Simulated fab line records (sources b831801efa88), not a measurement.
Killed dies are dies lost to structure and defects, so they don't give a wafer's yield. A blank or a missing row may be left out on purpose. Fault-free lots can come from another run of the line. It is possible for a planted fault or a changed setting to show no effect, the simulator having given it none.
Which of the tools did it? + flow gf180mcu + 6 lots, 18 wafers sampled, at 3 steps of a route of 602

## WHAT THE GAUGES READ, wafer by wafer
GF_DNWELL_TW_MEAS_09.
| lot  | measured    | on           | DNWELL_TW      |
|------|-------------|--------------|----------------|
| L617 | day 2 23:28 | filmMetro-04 | 1334 1336 1332 |
| L619 | day 3 16:26 | filmMetro-04 | 1351 1344 1355 |
| L622 | day 4 11:15 | filmMetro-03 | 1370 1370 1381 |
| L627 | day 5 09:27 | filmMetro-04 | 1503 1496 1504 |
| L631 | day 6 04:33 | filmMetro-04 | 1346 1357 1343 |
| L636 | day 7 05:28 | filmMetro-03 | 1373 1363 1366 |

## EACH LOT AND THE TOOL THAT RAN IT (in order: tool; ch and the chambers of the sampled wafers; start)
| lot  | GF_STI_ETCH_13                   | GF_DNWELL_IMPLANT_07           |
|------|----------------------------------|--------------------------------|
| L617 | rieDiel-01 ch 0,2,3, day 2 06:25 | implanter-01 ch 0, day 2 23:13 |
| L619 | rieDiel-01 ch 0,1,3, day 2 16:54 | implanter-01 ch 0, day 3 16:13 |
| L622 | rieDiel-03 ch 2,3, day 3 09:42   | implanter-01 ch 0, day 4 11:00 |
| L627 | rieDiel-02 ch 0,2, day 4 13:24   | implanter-01 ch 0, day 5 09:14 |
| L631 | rieDiel-03 ch 1,3, day 5 08:18   | implanter-04 ch 0, day 6 04:18 |
| L636 | rieDiel-01 ch 0,2, day 6 08:03   | implanter-04 ch 0, day 7 05:14 |
- GF_STI_ETCH_13: etches the open film in CHF3/O2, stops on Si, target depth 282.31 nm, time 112.9 s.
- GF_DNWELL_IMPLANT_07

## THE ANSWER, worked out from the rows above alone
Rule: what is usual is taken from the lots themselves. The widest of any qualifying gaps counts: lots, ordered by their means at a reading, are off when they make up no more than a third of the lots, leave a main group of 4 or more, and stand apart from it by 3 or more times the standard deviation of that group's means. Not used: any main group whose means are identical at the precision the tables above print for the reading. Also off: a lot with no number at a reading for which 4 or more lots have one. All remaining lots with rows at the step are treated as sound.
Off: L627, seen at GF_DNWELL_TW_MEAS_09 (DNWELL_TW). Mean 1355 and standard deviation 14 in the main group.
If a tool, at a process step before that reading, ran all the lots that are off and no sound lot after the first of them, it fits. The gauges at GF_DNWELL_TW_MEAS_09 are tried like those tools. This does not decide it: 2 tools fit, namely rieDiel-02 at GF_STI_ETCH_13 and implanter-01 at GF_DNWELL_IMPLANT_07.

## WHAT THE SIMULATOR PUT IN
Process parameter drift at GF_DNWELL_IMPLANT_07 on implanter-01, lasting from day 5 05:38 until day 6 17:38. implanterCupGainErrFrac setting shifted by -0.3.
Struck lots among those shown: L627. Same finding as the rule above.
